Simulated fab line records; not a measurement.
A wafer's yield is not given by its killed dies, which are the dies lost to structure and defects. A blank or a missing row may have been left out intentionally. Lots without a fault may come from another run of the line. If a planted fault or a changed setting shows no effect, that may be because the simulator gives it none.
fab line records	flow sky130
record lots=5	wafers=15	last_day=49
route steps=708 shown POLY_CUT@317 SD_P@320 RES_XHIGH@332 SD_N@342 PAD_OPEN@708
lots untouched by any fault: they come from a run of this same line in which no faults occurred
start_h: hours from the record's first day to the start of the lot's first wafer shown	wait_h: hours elapsed since this lot's preceding step	" unchanged from the row above	L1.1+2: a single row standing in for several wafers	- either no value or no given start	* or withheld: withheld	< > ~ a bound
route shown NAME@n: NAME is a module with steps in the file, n the number in the route of the first one	usual: the fault-free wafers' mean and standard deviation	same: alike in all rows	chamber/n: place in a boat	sites: per-site readings	_std_site: standard deviation across them	_edge_site: mean of outer sites minus mean of inner sites	radius_mm: how far each site lies from the wafer's centre	mask NAME#n: copy n	behind: the most recent tool/chamber to have shaped the wafer	hold: cause of the lot's hold/its duration in hours/its outcome	device: whichever transistor did not switch (one of n, p or np)	end of line: the same wafers' tests at the end of the route	step lacking rows: just its recipe	killed: dies lost to structure and defects at the first sort, not the wafer's yield	map: dies across one wafer; x = killed, . = not, _ = none there
set.NAME: the setting as run; set.NAME@STEP: as run at that earlier step	model.NAME: the simulator's own value behind a step, which no gauge read
lots at some steps of the route; a table a step, a row a wafer
services: the hour from which a tool's chamber was out of use, counted from the record's first day as start_h (under 0 if before that day), plus the number of hours and why
## steps
# step SKY_POLY_CUT_ETCH_10
# recipe chemistry=N2/H2	target=BARC	ion_energy_ev=200	source_w=500	bias_w=100	pressure_mtorr=30	n2_flow_sccm=100	h2_flow_sccm=200	stop_on=SiO2	time_s=45.9	target_depth_a=600
# step SKY_POLY_CUT_ETCH_11
# recipe target=Si3N4	chemistry=CF4/CH2F2/Ar	stop_on=poly-Si	source_w=585.1	bias_w=150	pressure_mtorr=40	cf4_flow_sccm=40	ch2f2_flow_sccm=20	Ar_flow_sccm=150	time_s=42.5	target_depth_a=600
# step SKY_POLY_CUT_STRIP_12
# recipe chemistry=O2/N2	power_w=1400	pressure_mtorr=1500	platen_temp_c=withheld	o2_flow_sccm=3000	n2_flow_sccm=300	overash_fraction=0.5
# step SKY_SD_P_DEHYDRATE_00
# recipe temp_c=200	time_s=60
# step SKY_SD_P_HMDS_01
# recipe prime_time_s=60	prime_temp_c=120
# step SKY_SD_P_COAT_02
# recipe resist=NOVOLAK	spin_rpm=3000	resist_thk_nm=1140
# step SKY_SD_P_SOFTBAKE_03
# recipe temp_c=90	time_s=60	resist=NOVOLAK
# step SKY_SD_P_EXPOSE_04
# recipe mask_id=PSDM	na=0.6	source_shape=conventional	sigma_outer=0.6	polarization=unpolarized	target_cd_nm=380	dose_mj=138
# step SKY_SD_P_PEB_05
# recipe temp_c=withheld	time_s=*	resist=NOVOLAK
# step SKY_SD_P_DEVELOP_06
# recipe resist=NOVOLAK	developer=TMAH	develop_time_s=60	dev_temp_c=23
# step SKY_SD_P_IMPLANT_09
# recipe species=BF2	energy_kev=19.64	dose_cm2=3e+15	tilt_deg=0
# usual end_station_pressure_torr=1.34e-05/1.2e-06
lot.wafer	tool	chamber	start_h	wait_h	end_station_pressure_torr
L239.1	implanter-02	0	666.26	0.0	1.29e-05
L239.3	"	0	"	"	1.33e-05
L239.4	"	0	"	"	1.34e-05
L240.3	implanter-03	0	675.31	0.1	1.3e-05
L240.4	"	0	"	"	1.23e-05
L240.6	"	0	"	"	1.32e-05
L241.2	implanter-04	0	680.44	0.0	1.49e-05
L241.3	"	0	"	"	1.46e-05
L241.4	"	0	"	"	1.33e-05
L241.2	implanter-04	0	680.76	0.3	1.45e-05
L241.3	"	0	"	"	1.44e-05
L241.4	"	0	"	"	1.4e-05
L242.3	implanter-04	0	691.01	0.1	1.37e-05
L242.4	"	0	"	"	1.56e-05
L242.5	"	0	"	"	1.5e-05
L242.3	implanter-04	0	691.32	0.3	1.47e-05
L242.4	"	0	"	"	1.55e-05
L242.5	"	0	"	"	1.41e-05
L250.2	implanter-02	0	753.94	0.0	1.3e-05
L250.3	"	0	"	"	1.28e-05
L250.4	"	0	"	"	1.27e-05
L250.2	implanter-02	0	754.26	0.3	1.28e-05
L250.3	"	0	"	"	1.21e-05
L250.4	"	0	"	"	1.3e-05
# step SKY_SD_P_STRIP_10
# recipe chemistry=O2/N2	power_w=1400	pressure_mtorr=1500	platen_temp_c=withheld	o2_flow_sccm=3000	n2_flow_sccm=300	overash_fraction=0.5
# usual drypump_motor_current_A=5.6/0.61	oes_product_au=0.619/0.0048	strip_time_to_endpoint_s=17.42/0.048
lot.wafer	tool	chamber	start_h	wait_h	drypump_motor_current_A	oes_product_au	rf_hours_counter_h	strip_time_to_endpoint_s
L239.1	plasma_asher-04	1	666.41	0.1	4.9	0.623	96	17.39
L239.3	"	0	"	"	6.0	0.618	-	17.40
L239.4	"	1	"	"	4.9	0.610	-	17.39
L240.3	plasma_asher-03	1	675.45	0.1	5.9	0.618	-	17.50
L240.4	"	0	"	"	4.9	0.621	-	17.47
L240.6	"	0	"	"	4.9	0.619	-	17.53
L241.2	plasma_asher-01	1	680.88	0.1	6.1	0.584	26	18.79
L241.3	"	1	"	"	6.1	0.586	-	18.80
L241.4	"	0	"	"	6.5	0.590	-	18.83
L242.3	plasma_asher-03	0	691.46	0.1	4.9	0.586	-	18.84
L242.4	"	1	"	"	5.9	0.586	-	18.83
L242.5	"	1	"	"	5.9	0.585	-	18.81
L250.2	plasma_asher-03	0	754.38	0.1	4.9	0.588	92	18.83
L250.3	"	0	"	"	4.9	0.593	-	18.84
L250.4	"	1	"	"	5.9	0.597	-	18.80
# step SKY_SD_P_TW_MEAS_11
# usual SD_P_TW=2811/18
lot.wafer	tool	chamber	start_h	wait_h	SD_P_TW
L239.1	film_metro-01	-	666.51	0.1	2849
L239.3	"	-	"	"	2839
L239.4	"	-	"	"	2863
L240.3	film_metro-02	-	675.53	0.1	2810
L240.4	"	-	"	"	2811
L240.6	"	-	"	"	2801
L241.2	film_metro-02	-	680.99	0.1	3104
L241.3	"	-	"	"	3103
L241.4	"	-	"	"	3111
L241.2	film_metro-02	-	681.22	0.2	3093
L241.3	"	-	"	"	3104
L241.4	"	-	"	"	3114
L242.3	film_metro-03	-	691.54	0.1	3085
L242.4	"	-	"	"	3100
L242.5	"	-	"	"	3087
L242.3	film_metro-03	-	691.78	0.2	3107
L242.4	"	-	"	"	3100
L242.5	"	-	"	"	3092
L250.2	film_metro-02	-	754.51	0.1	3112
L250.3	"	-	"	"	3083
L250.4	"	-	"	"	3113
L250.2	film_metro-02	-	754.74	0.2	3139
L250.3	"	-	"	"	3089
L250.4	"	-	"	"	3100
# step SKY_RES_XHIGH_DEHYDRATE_00
# recipe temp_c=200	time_s=60
# step SKY_RES_XHIGH_HMDS_01
# recipe prime_time_s=60	prime_temp_c=120
# step SKY_RES_XHIGH_COAT_02
# recipe resist=NOVOLAK	spin_rpm=3000	resist_thk_nm=1140
# step SKY_RES_XHIGH_SOFTBAKE_03
# recipe temp_c=90	time_s=60	resist=NOVOLAK
# step SKY_RES_XHIGH_EXPOSE_04
# recipe mask_id=URPM	na=0.6	source_shape=conventional	sigma_outer=0.6	polarization=unpolarized	target_cd_nm=1270	dose_mj=140
# step SKY_RES_XHIGH_PEB_05
# recipe temp_c=withheld	time_s=*	resist=NOVOLAK
# step SKY_RES_XHIGH_DEVELOP_06
# recipe resist=NOVOLAK	developer=TMAH	develop_time_s=60	dev_temp_c=23
# step SKY_RES_XHIGH_IMPLANT_07
# recipe species=BF2	energy_kev=20	dose_cm2=3.6e+14	tilt_deg=0
# step SKY_RES_XHIGH_STRIP_08
# recipe chemistry=O2/N2	power_w=1400	pressure_mtorr=1500	platen_temp_c=withheld	o2_flow_sccm=3000	n2_flow_sccm=300	overash_fraction=0.5
# step SKY_SD_N_DEHYDRATE_00
# recipe temp_c=200	time_s=60
# step SKY_SD_N_HMDS_01
# recipe prime_time_s=60	prime_temp_c=120
# step SKY_SD_N_COAT_02
# recipe resist=NOVOLAK	spin_rpm=3000	resist_thk_nm=1140
# step SKY_SD_N_SOFTBAKE_03
# recipe temp_c=90	time_s=60	resist=NOVOLAK
# step SKY_SD_N_EXPOSE_04
# recipe mask_id=NSDM	na=0.6	source_shape=conventional	sigma_outer=0.6	polarization=unpolarized	target_cd_nm=380	dose_mj=141
# step SKY_SD_N_PEB_05
# recipe temp_c=withheld	time_s=*	resist=NOVOLAK
# step SKY_SD_N_DEVELOP_06
# recipe resist=NOVOLAK	developer=TMAH	develop_time_s=60	dev_temp_c=23
# step SKY_SD_N_IMPLANT_09
# recipe species=As	energy_kev=49.23	dose_cm2=4e+15	tilt_deg=0
# step SKY_SD_N_IMPLANT_10
# recipe species=P	energy_kev=20	dose_cm2=1e+14	tilt_deg=0
# step SKY_SD_N_STRIP_11
# recipe chemistry=O2/N2	power_w=1400	pressure_mtorr=1500	platen_temp_c=withheld	o2_flow_sccm=3000	n2_flow_sccm=300	overash_fraction=0.5
# step SKY_SD_N_CLEAN_13
# recipe chemistry=SC1/SC2	mix=1:4:20	temp_c=70	time_s=150	dry=n2_spin
# step SKY_SD_N_RTA_14
# recipe temp_c=1075	time_s=2	idle_temp_c=650	ramp_up_c_per_s=150	ramp_down_c_per_s=90	ambient=N2
# step SKY_SD_N_RS_MEAS_17
# recipe thk_meas_gauge=four-point-probe
# usual SD_P_RS=148.1/0.3
lot.wafer	tool	chamber	start_h	wait_h	SD_P_RS[ohm/sq]
L239.1	film_metro-03	-	723.53	0.1	148.3
L239.3	"	-	"	"	148.1
L239.4	"	-	"	"	148.0
L240.3	film_metro-03	-	731.96	0.1	147.8
L240.4	"	-	"	"	147.8
L240.6	"	-	"	"	147.9
L241.2	film_metro-02	-	737.86	0.1	138.9
L241.3	"	-	"	"	138.6
L241.4	"	-	"	"	138.3
L241.2	film_metro-02	-	738.15	0.3	138.6
L241.3	"	-	"	"	138.3
L241.4	"	-	"	"	138.2
L242.3	film_metro-01	-	747.39	0.1	139.3
L242.4	"	-	"	"	138.9
L242.5	"	-	"	"	139.1
L242.3	film_metro-01	-	747.81	0.4	139.2
L242.4	"	-	"	"	138.8
L242.5	"	-	"	"	139.1
L250.2	film_metro-02	-	808.36	0.1	139.5
L250.3	"	-	"	"	139.5
L250.4	"	-	"	"	139.0
L250.2	film_metro-02	-	808.65	0.3	139.6
L250.3	"	-	"	"	139.6
L250.4	"	-	"	"	139.0
# step SKY_PAD_OPEN_PROBE_99
# usual killed_at_M0_to_M3=44/6.8	killed_at_M4_up=3.1/1.9	killed_at_contacts=25/5.9	killed_at_front_end=15/4.3	killed_at_other=0.2/0.51	killed_dies=87/11	killed_open=47/7.9	killed_short=39/6.4
# same gross_dies=492	killed_at_back_side=0
lot.wafer	tool	chamber	start_h	wait_h	killed_at_M0_to_M3	killed_at_M4_up	killed_at_contacts	killed_at_front_end	killed_at_other	killed_dies	killed_open	killed_short	model.etest.res_pdiff.line_ohm_um	model.etest.res_high_po.line_ohm_um	model.etest.licon_high_po.rc_ohm	model.etest.pfet_g5v0d10v5.r_on_ohm_um	model.etest.licon_pdiff.rc_ohm	model.etest.res_high_po.rs_ohm_sq	model.etest.res_pdiff_hv.rs_ohm_sq	model.etest.res_pdiff.rs_ohm_sq
L239.1	prober-02	-	1128.35	0.1	47	2	34	15	0	98	61	37	1376	748.5	342.5	4770	594.1	261.3	190.8	193.8
L239.3	prober-02	-	1128.45	0.2	45	3	25	12	0	85	42	43	1382	762.7	364.1	4766	590.8	269.3	189.2	195.5
L239.4	prober-02	-	1128.50	0.2	25	4	27	9	0	65	39	26	1401	744.3	331.9	4842	571.5	262.6	189.4	195
L240.3	prober-01	-	1134.63	0.2	47	1	31	19	0	98	50	48	1365	740.7	327	4653	588.7	259.8	193.3	199.5
L240.4	prober-01	-	1134.68	0.2	48	2	24	12	0	86	44	42	1386	726.9	321.1	4736	594.6	255.3	192.9	199.3
L240.6	prober-01	-	1134.78	0.2	35	4	24	12	0	75	41	34	1379	751.5	324.4	4708	593.5	262	192.7	200.1
L241.2	prober-02	-	1141.64	0.1	39	1	39	20	0	99	65	34	1176	541.5	205.2	4618	491.2	188.8	157.7	164.7
L241.3	prober-02	-	1141.69	0.2	38	2	23	21	0	84	52	32	1162	539.2	193.4	4690	482.5	188.3	157.3	164.9
L241.4	prober-02	-	1141.74	0.2	38	0	24	18	0	80	43	37	1166	532.9	201.8	4678	490.2	188.5	156.6	164.5
L242.3	prober-01	-	1145.14	0.2	35	3	24	11	1	74	41	33	1160	529.2	193.5	4748	486.2	187.8	160.6	166.7
L242.4	prober-01	-	1145.19	0.2	35	4	26	11	0	76	41	35	1127	525	188.5	4686	474.1	185.2	159.7	165.5
L242.5	prober-01	-	1145.24	0.2	33	2	19	15	0	69	39	30	1150	522.4	189.4	4640	463.1	184.4	160.5	167.6
L250.2	prober-02	-	1185.32	0.1	45	4	25	17	0	91	50	41	1131	535.6	205.2	4770	489.7	188	159.9	164.5
L250.3	prober-02	-	1185.37	0.2	44	4	19	5	0	72	43	29	1138	541.9	194.3	4784	483.9	191.2	160.7	164.8
L250.4	prober-02	-	1185.42	0.2	39	3	21	11	0	74	37	37	1116	527	193.3	4762	488.2	185.3	160.8	166.3
# killed by level:class
L239.1 CONTACT:geometric_particle:open=14 LI_CONTACT:geometric_particle:open=12 VIA1:geometric_particle:open=11 VIA2:geometric_particle:open=8 METAL1:geometric_particle:short=6 CONTACT:geometric_particle:short=5 VIA3:geometric_particle:open=5 FIELD_ISO:geometric_particle:short=4
L239.3 VIA1:geometric_particle:open=10 METAL1:geometric_particle:short=9 LI_CONTACT:geometric_particle:open=8 VIA2:geometric_particle:open=7 CONTACT:geometric_particle:short=6 METAL2:geometric_particle:short=6 FIELD_ISO:geometric_particle:short=5 LOCAL_INTERCONNECT:geometric_particle:short=4
L239.4 LI_CONTACT:geometric_particle:open=12 VIA1:geometric_particle:open=6 METAL2:geometric_particle:short=5 CONTACT:geometric_particle:open=5 LI_CONTACT:geometric_particle:short=4 VIA2:geometric_particle:open=4 METAL4:geometric_particle:short=4 FIELD_ISO:geometric_particle:open=3
L240.3 CONTACT:geometric_particle:open=15 VIA1:geometric_particle:open=12 VIA3:geometric_particle:short=7 FIELD_ISO:geometric_particle:short=6 VIA1:geometric_particle:short=6 METAL1:geometric_particle:short=6 POLY_GATE:geometric_particle:open=5 LOCAL_INTERCONNECT:geometric_particle:open=5
L240.4 CONTACT:geometric_particle:open=11 VIA1:geometric_particle:open=11 METAL2:geometric_particle:short=10 VIA1:geometric_particle:short=7 VIA3:geometric_particle:open=6 LOCAL_INTERCONNECT:geometric_particle:short=5 LI_CONTACT:geometric_particle:open=4 METAL1:geometric_particle:short=4
L240.6 VIA1:geometric_particle:open=9 CONTACT:geometric_particle:open=7 METAL1:geometric_particle:short=6 VIA3:geometric_particle:open=6 LI_CONTACT:geometric_particle:open=5 FIELD_ISO:geometric_particle:short=4 LOCAL_INTERCONNECT:geometric_particle:short=4 CONTACT:geometric_particle:short=4
L241.2 LI_CONTACT:geometric_particle:open=12 CONTACT:geometric_particle:open=12 VIA3:geometric_particle:open=8 VIA2:geometric_particle:open=7 FIELD_ISO:geometric_particle:open=6 POLY_GATE:geometric_particle:open=6 LI_CONTACT:geometric_particle:short=5 LOCAL_INTERCONNECT:geometric_particle:short=5
L241.3 CONTACT:geometric_particle:open=9 FIELD_ISO:geometric_particle:short=8 VIA3:geometric_particle:open=8 LI_CONTACT:geometric_particle:open=6 VIA2:geometric_particle:open=6 VIA1:geometric_particle:open=6 FIELD_ISO:geometric_particle:open=4 POLY_GATE:geometric_particle:open=4
L241.4 CONTACT:geometric_particle:open=13 LI_CONTACT:geometric_particle:open=8 VIA1:geometric_particle:open=8 FIELD_ISO:geometric_particle:short=6 METAL2:geometric_particle:short=6 VIA3:geometric_particle:open=5 VIA1:geometric_particle:short=5 POLY_GATE:geometric_particle:short=4
L242.3 CONTACT:geometric_particle:open=8 LI_CONTACT:geometric_particle:open=7 VIA1:geometric_particle:open=7 VIA2:geometric_particle:open=5 POLY_GATE:geometric_particle:open=4 CONTACT:geometric_particle:short=4 METAL1:geometric_particle:short=4 VIA3:geometric_particle:short=4
L242.4 VIA1:geometric_particle:short=13 CONTACT:geometric_particle:open=12 VIA1:geometric_particle:open=11 LI_CONTACT:geometric_particle:open=5 LOCAL_INTERCONNECT:geometric_particle:short=5 POLY_GATE:geometric_particle:open=3 METAL4:geometric_particle:short=3 FIELD_ISO:geometric_particle:open=2
L242.5 VIA2:geometric_particle:open=9 LI_CONTACT:geometric_particle:open=7 VIA1:geometric_particle:open=6 VIA3:geometric_particle:open=6 POLY_GATE:geometric_particle:short=5 CONTACT:geometric_particle:open=4 VIA2:geometric_particle:short=4 LI_CONTACT:geometric_particle:short=3
L250.2 CONTACT:geometric_particle:open=11 VIA3:geometric_particle:open=9 VIA1:geometric_particle:short=8 VIA1:geometric_particle:open=7 LI_CONTACT:geometric_particle:open=5 METAL1:geometric_particle:short=5 VIA2:geometric_particle:open=5 FIELD_ISO:geometric_particle:short=3
L250.3 VIA1:geometric_particle:open=11 VIA2:geometric_particle:open=9 CONTACT:geometric_particle:open=7 LI_CONTACT:geometric_particle:open=6 METAL1:geometric_particle:short=5 VIA1:geometric_particle:short=5 VIA3:geometric_particle:short=5 METAL4:geometric_particle:short=4
L250.4 VIA2:geometric_particle:open=9 CONTACT:geometric_particle:open=6 VIA1:geometric_particle:short=5 VIA1:geometric_particle:open=5 LI_CONTACT:geometric_particle:short=4 CONTACT:geometric_particle:short=4 VIA2:geometric_particle:short=4 VIA3:geometric_particle:short=4
## services
tool	chamber	start_h	hours	kind
implanter-03	-	708.09	6.3	repair
implanter-04	-	715.84	2.7	repair
plasma_asher-01	-	716.31	1.6	repair
plasma_asher-04	-	733.75	9.0	pm
plasma_asher-04	0	733.75	9.0	vent_cycle
plasma_asher-04	1	733.75	9.0	vent_cycle
plasma_asher-04	0	742.75	-	clean
plasma_asher-04	1	742.75	-	clean
## key
first_sign step=SKY_SD_P_IMPLANT_09	reading=visit	direction=added
effect step=SKY_SD_P_STRIP_10	reading=strip_time_to_endpoint_s	direction=up	sigmas=29	usual=*	struck=*
effect step=SKY_SD_P_TW_MEAS_11	reading=visit	direction=added
effect step=SKY_SD_P_TW_MEAS_11	reading=SD_P_TW	direction=up	sigmas=16	usual=2811	struck=3100
effect step=SKY_SD_N_RS_MEAS_17	reading=SD_P_RS	direction=down	sigmas=30	usual=148.1	struck=139.0
model_effect step=SKY_PAD_OPEN_PROBE_99	value=etest.res_pdiff.line_ohm_um	without=1369	struck=1147
met_at SKY_SD_P_IMPLANT_09
struck_wafers L241.2,L241.3,L241.4,L242.3,L242.4,L242.5,L250.2,L250.3,L250.4
tester_left_out L241,L242,L250
fault kind=repeated_step_whole	tool=implanter-02,implanter-03,implanter-04	chamber=-	onset_h=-	steps=SKY_SD_P_IMPLANT_09	times=1	scope=struck_lots_only
# tester_left_out: of these lots the tester's yield and bins aren't shown, on N5 and GAA mostly nor the transistor test; their killed dies are dies lost to structure and defects alone, not to doping, threshold or leakage, so they don't give the yield
